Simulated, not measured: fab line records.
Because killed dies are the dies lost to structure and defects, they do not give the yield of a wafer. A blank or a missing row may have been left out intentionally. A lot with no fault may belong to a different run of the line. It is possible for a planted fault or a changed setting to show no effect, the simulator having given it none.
Which tool was responsible? + flow gf180mcu + 24 lots with 72 wafers sampled at 4 steps, on a route of 602 steps

== WHAT THE GAUGES SHOWED, per wafer ==
GF_M3_RS_MEAS_05: a four-point-probe measurement. Usual: M3_ALCU_RS gives 0.0694 ohm/sq (standard deviation 0.00093).
| lot  | measured     | on            | M3_ALCU_RS (ohm/sq)  | flag |
|------|--------------|---------------|----------------------|------|
| L074 | day 20 10:45 | film metro-02 | 0.0697 0.0687 0.0689 |      |
| L075 | day 20 22:50 | film metro-02 | 0.0706 0.0699 0.0710 |      |
| L076 | day 21 04:07 | film metro-02 | 0.0682 0.0694 0.0685 |      |
| L077 | day 21 14:33 | film metro-03 | 0.0699 0.0700 0.0692 |      |
| L078 | day 22 01:52 | film metro-03 | 0.0696 0.0699 0.0701 |      |
| L079 | day 22 06:41 | film metro-02 | 0.0692 0.0697 0.0696 |      |
| L080 | day 22 20:48 | film metro-02 | 0.0695 0.0699 0.0697 |      |
| L081 | day 23 06:38 | film metro-02 | 0.0694 0.0684 0.0695 |      |
| L082 | day 23 12:29 | film metro-02 | 0.0696 0.0699 0.0709 |      |
| L083 | day 23 16:24 | film metro-03 | 0.0677 0.0684 0.0681 |      |
| L084 | day 24 06:10 | film metro-02 | 0.0683 0.0680 0.0686 |      |
| L085 | day 24 11:41 | film metro-03 | 0.0693 0.0698 0.0691 |      |
| L086 | day 25 03:00 | film metro-02 | 0.0699 0.0706 0.0704 |      |
| L087 | day 25 03:52 | film metro-02 | 0.0699 0.0701 0.0698 |      |
| L088 | day 25 09:40 | film metro-02 | 0.0695 0.0696 0.0693 |      |
| L089 | day 25 22:05 | film metro-02 | 0.0707 0.0714 0.0710 |      |
| L090 | day 26 06:17 | film metro-03 | 0.0694 0.0695 0.0694 |      |
| L091 | day 26 07:32 | film metro-04 | 0.0680 0.0669 0.0672 |      |
| L092 | day 26 13:55 | film metro-04 | 0.0700 0.0693 0.0692 |      |
| L093 | day 27 04:22 | film metro-04 | 0.0693 0.0694 0.0687 |      |
| L094 | day 27 09:50 | film metro-04 | 0.0680 0.0683 0.0681 |      |
| L095 | day 27 13:29 | film metro-02 | 0.0686 0.0677 0.0674 |      |
| L096 | day 27 15:10 | film metro-03 | 0.0700 0.0703 0.0704 |      |
| L097 | day 28 02:31 | film metro-03 | 0.0702 0.0704 0.0705 |      |

GF_V3_OVL_MEAS_15. Usual: V3_OVL gives -1 nm (standard deviation 5.3).
| lot  | measured     | on         | V3_OVL (nm) | flag |
|------|--------------|------------|-------------|------|
| L074 | day 22 11:01 | overlay-02 | 2 -4 0      |      |
| L075 | day 22 23:07 | overlay-01 | 1 3 6       |      |
| L076 | day 23 04:37 | overlay-01 | -3 -4 -2    |      |
| L077 | day 23 14:18 | overlay-02 | -2 -1 2     |      |
| L078 | day 24 00:40 | overlay-02 | -8 -9 -11   |      |
| L079 | day 24 05:41 | overlay-02 | -7 -6 -8    |      |
| L080 | day 24 19:07 | overlay-02 | -8 -3 -2    |      |
| L081 | day 25 03:31 | overlay-01 | 7 -4 2      |      |
| L082 | day 25 09:41 | overlay-02 | 7 3 8       |      |
| L083 | day 25 13:34 | overlay-01 | -4 4 -4     |      |
| L084 | day 26 01:16 | overlay-01 | 2 -2 0      |      |
| L085 | day 26 07:19 | overlay-01 | 3 4 7       |      |
| L086 | day 26 21:53 | overlay-01 | -2 -1 -6    |      |
| L087 | day 26 23:01 | overlay-01 | 6 -2 2      |      |
| L088 | day 27 04:49 | overlay-02 | 1 1 -2      |      |
| L089 | day 27 16:26 | overlay-02 | -2 -4 -1    |      |
| L090 | day 27 23:50 | overlay-01 | -3 -5 0     |      |
| L091 | day 28 01:50 | overlay-02 | -1 -12 -3   |      |
| L092 | day 28 07:22 | overlay-01 | -13 -12 -10 |      |
| L093 | day 28 21:26 | overlay-01 | -3 -4 0     |      |
| L094 | day 29 02:01 | overlay-02 | 1 4 3       |      |
| L095 | day 29 06:13 | overlay-02 | -2 0 1      |      |
| L096 | day 29 08:04 | overlay-01 | 2 3 2       |      |
| L097 | day 29 18:25 | overlay-02 | 8 11 9      |      |

== WHICH TOOL RAN EACH LOT (tool, then ch and the chambers of the sampled wafers, then the start) ==
| lot  | GF_M2_STRIP_17                       | GF_V3_CVD_02                    |
|------|--------------------------------------|---------------------------------|
| L074 | plasma asher-02 ch 0,1, day 19 07:49 | pecvd-03 ch 1,2, day 21 11:31   |
| L075 | plasma asher-04 ch 0,1, day 19 19:58 | pecvd-04 ch 0,1, day 22 00:04   |
| L076 | plasma asher-01 ch 0,1, day 20 01:09 | pecvd-04 ch 0,1,2, day 22 04:26 |
| L077 | plasma asher-02 ch 0,1, day 20 11:43 | pecvd-03 ch 0,1, day 22 14:56   |
| L078 | plasma asher-04 ch 0,1, day 20 22:23 | pecvd-02 ch 0,1, day 23 01:31   |
| L079 | plasma asher-04 ch 0,1, day 21 04:14 | pecvd-04 ch 1,2, day 23 06:52   |
| L080 | plasma asher-02 ch 0,1, day 21 18:26 | pecvd-03 ch 0,1,2, day 23 20:28 |
| L081 | plasma asher-01 ch 0,1, day 22 04:46 | pecvd-02 ch 0,2, day 24 05:46   |
| L082 | plasma asher-01 ch 0,1, day 22 10:29 | pecvd-04 ch 0,1, day 24 11:49   |
| L083 | plasma asher-02 ch 0,1, day 22 14:38 | pecvd-03 ch 0,1, day 24 15:33   |
| L084 | plasma asher-04 ch 1, day 23 05:14   | pecvd-04 ch 1,2, day 25 04:40   |
| L085 | plasma asher-02 ch 0,1, day 23 10:50 | pecvd-03 ch 0,2, day 25 10:04   |
| L086 | plasma asher-02 ch 0,1, day 24 02:16 | pecvd-02 ch 0,1,2, day 26 00:26 |
| L087 | plasma asher-02 ch 0,1, day 24 03:02 | pecvd-04 ch 0,2, day 26 01:52   |
| L088 | plasma asher-02 ch 0,1, day 24 09:04 | pecvd-04 ch 0,2, day 26 07:14   |
| L089 | plasma asher-02 ch 0,1, day 24 21:29 | pecvd-04 ch 0,1,2, day 26 19:47 |
| L090 | plasma asher-02 ch 0,1, day 25 06:01 | pecvd-04 ch 0,1,2, day 27 03:23 |
| L091 | plasma asher-01 ch 0,1, day 25 07:37 | pecvd-04 ch 0,2, day 27 05:02   |
| L092 | plasma asher-01 ch 1, day 25 14:23   | pecvd-02 ch 0,2, day 27 11:13   |
| L093 | plasma asher-04 ch 0,1, day 26 05:05 | pecvd-04 ch 0,1, day 28 01:36   |
| L094 | plasma asher-01 ch 0,1, day 26 09:49 | pecvd-04 ch 0,1,2, day 28 05:58 |
| L095 | plasma asher-01 ch 0, day 26 14:34   | pecvd-04 ch 0,1,2, day 28 10:09 |
| L096 | plasma asher-02 ch 0,1, day 26 16:20 | pecvd-04 ch 0,1,2, day 28 11:52 |
| L097 | plasma asher-01 ch 0,1, day 27 03:41 | pecvd-04 ch 0,2, day 28 22:56   |
- GF_M2_STRIP_17: strips in O2/N2.
- GF_V3_CVD_02: deposits SiO2 from TEOS, target thk 850 nm, time 94.851 s.

== AS READ BY THE TOOLS THEMSELVES (means over the sampled wafers that have a number; for cases with no such wafer, the mark the record gives instead) ==
GF_M2_STRIP_17. Usual: drypump motor current A 5.8 A, standard deviation 0.5; heater power w 327 W, standard deviation 21; oes product au 0.538 a.u., standard deviation 0.0048; strip time to endpoint s 7.39 s, standard deviation 0.044.
| lot  | tool            | drypump motor current A (A) | heater power w (W) | oes product au (a.u.) | strip time to endpoint s (s) | flag |
|------|-----------------|-----------------------------|--------------------|-----------------------|------------------------------|------|
| L074 | plasma asher-02 | 6.0                         | 344                | 0.534                 | 7.38                         |      |
| L075 | plasma asher-04 | 6.0                         | 335                | 0.534                 | 7.37                         |      |
| L076 | plasma asher-01 | 5.7                         | 307                | 0.543                 | 7.44                         |      |
| L077 | plasma asher-02 | 5.8                         | 327                | 0.543                 | 7.43                         |      |
| L078 | plasma asher-04 | 6.0                         | 338                | 0.542                 | 7.45                         |      |
| L079 | plasma asher-04 | 5.4                         | 351                | 0.535                 | 7.33                         |      |
| L080 | plasma asher-02 | 6.0                         | 340                | 0.540                 | 7.34                         |      |
| L081 | plasma asher-01 | 5.7                         | 306                | 0.534                 | 7.34                         |      |
| L082 | plasma asher-01 | 5.7                         | 310                | 0.537                 | 7.36                         |      |
| L083 | plasma asher-02 | 6.0                         | 342                | 0.539                 | 7.41                         |      |
| L084 | plasma asher-04 | 4.7                         | 364                | 0.542                 | 7.45                         |      |
| L085 | plasma asher-02 | 6.0                         | 339                | 0.538                 | 7.38                         |      |
| L086 | plasma asher-02 | 6.0                         | 339                | 0.534                 | 7.41                         |      |
| L087 | plasma asher-02 | 6.0                         | 343                | 0.534                 | 7.37                         |      |
| L088 | plasma asher-02 | 5.8                         | 331                | 0.538                 | 7.40                         |      |
| L089 | plasma asher-02 | 5.8                         | 330                | 0.542                 | 7.39                         |      |
| L090 | plasma asher-02 | 5.8                         | 330                | 0.537                 | 7.41                         |      |
| L091 | plasma asher-01 | 5.7                         | 300                | 0.536                 | 7.40                         |      |
| L092 | plasma asher-01 | 5.8                         | 314                | 0.536                 | 7.41                         |      |
| L093 | plasma asher-04 | 6.0                         | 342                | 0.533                 | 7.39                         |      |
| L094 | plasma asher-01 | 5.7                         | 308                | 0.541                 | 7.38                         |      |
| L095 | plasma asher-01 | 5.6                         | 293                | 0.539                 | 7.44                         |      |
| L096 | plasma asher-02 | 5.8                         | 327                | 0.536                 | 7.33                         |      |
| L097 | plasma asher-01 | 5.7                         | 304                | 0.538                 | 7.38                         |      |

GF_V3_CVD_02. Usual: heater power w at 612 W, with a standard deviation of 67.
| lot  | tool     | heater power w (W) | flag |
|------|----------|--------------------|------|
| L074 | pecvd-03 | 608                |      |
| L075 | pecvd-04 | 674                |      |
| L076 | pecvd-04 | 647                |      |
| L077 | pecvd-03 | 654                |      |
| L078 | pecvd-02 | 678                |      |
| L079 | pecvd-04 | 609                |      |
| L080 | pecvd-03 | 602                |      |
| L081 | pecvd-02 | 627                |      |
| L082 | pecvd-04 | 596                |      |
| L083 | pecvd-03 | 634                |      |
| L084 | pecvd-04 | 630                |      |
| L085 | pecvd-03 | 555                |      |
| L086 | pecvd-02 | 657                |      |
| L087 | pecvd-04 | 657                |      |
| L088 | pecvd-04 | 631                |      |
| L089 | pecvd-04 | 608                |      |
| L090 | pecvd-04 | 616                |      |
| L091 | pecvd-04 | 647                |      |
| L092 | pecvd-02 | 653                |      |
| L093 | pecvd-04 | 608                |      |
| L094 | pecvd-04 | 556                |      |
| L095 | pecvd-04 | 617                |      |
| L096 | pecvd-04 | 624                |      |
| L097 | pecvd-04 | 615                |      |

== THE ANSWER, worked out from the rows above alone ==
Rule: lot off if the mean of its wafers having a number is beyond 3 standard deviations from the usual mean. Also off: a lot with no number at a reading for which 4 or more lots have one. All remaining lots with rows at the step are treated as sound. Order of review: gauges by route order, followed by the tools' own readings, for which a lot's mean as printed above is used. At the first step where some lot is off, the reading lying furthest off is the one used; lots without a number count as furthest.
None of the lots is off at any reading shown; this tells nothing.

== WHAT WAS PUT IN BY THE SIMULATOR ==
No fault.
